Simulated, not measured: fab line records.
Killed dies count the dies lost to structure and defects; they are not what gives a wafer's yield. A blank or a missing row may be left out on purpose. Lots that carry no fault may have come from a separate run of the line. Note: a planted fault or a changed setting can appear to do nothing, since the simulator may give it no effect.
Which tool did it? / flow gf180mcu / Sampling: 6 lots, 18 wafers, 2 of 602 route steps

## WHAT THE GAUGES READ, wafer by wafer
GF_POLY_GATE_THK_MEAS_01.
lot=L622; measured=day 9 14:44; on=filmMetro-04; POLY_GATE_CVD_00_THK (nm)=199.7 198.1 198.9
lot=L625; measured=day 10 07:47; on=filmMetro-03; POLY_GATE_CVD_00_THK (nm)=203.1 201.8 198.8
lot=L632; measured=day 12 07:29; on=filmMetro-04; POLY_GATE_CVD_00_THK (nm)=197.5 196.6 198.2
lot=L637; measured=day 13 16:13; on=filmMetro-02; POLY_GATE_CVD_00_THK (nm)=199.3 199.7 199.8
lot=L639; measured=day 14 05:41; on=filmMetro-03; POLY_GATE_CVD_00_THK (nm)=200.0 199.1 198.1
lot=L641; measured=day 14 21:31; on=filmMetro-04; POLY_GATE_CVD_00_THK (nm)=200.9 200.3 201.9

## EACH LOT AND THE TOOL THAT RAN IT (in order: tool; ch and the chambers of the sampled wafers; start)
lot=L622; GF_POLY_GATE_CVD_00=lpcvd-01 ch 0, day 9 13:23
lot=L625; GF_POLY_GATE_CVD_00=lpcvd-02 ch 1, day 10 06:27
lot=L632; GF_POLY_GATE_CVD_00=lpcvd-02 ch 0, day 12 06:08
lot=L637; GF_POLY_GATE_CVD_00=lpcvd-01 ch 1, day 13 14:52
lot=L639; GF_POLY_GATE_CVD_00=lpcvd-01 ch 0, day 14 04:20
lot=L641; GF_POLY_GATE_CVD_00=lpcvd-02 ch 1, day 14 20:10
- GF_POLY_GATE_CVD_00: deposits poly-Si, target thk 200 nm, time 1200 s.

## THE ANSWER, worked out from the rows above alone
Rule: the usual values come from the lots themselves. Put in order of their means at a reading, lots are off if they are a third of the lots or fewer, leave a main group of 4 or more, and stand apart from it by a gap of 3 or more times the standard deviation of the main group's means; of several such gaps the widest counts. If all means in a main group match to the digits the tables above print for the reading, that group is not used. A lot without any number at a reading at which 4 lots or more have one is off too. The other lots that the step has rows for count as sound.
None of the lots is off at any reading shown; this tells nothing.

## WHAT WAS PUT IN BY THE SIMULATOR
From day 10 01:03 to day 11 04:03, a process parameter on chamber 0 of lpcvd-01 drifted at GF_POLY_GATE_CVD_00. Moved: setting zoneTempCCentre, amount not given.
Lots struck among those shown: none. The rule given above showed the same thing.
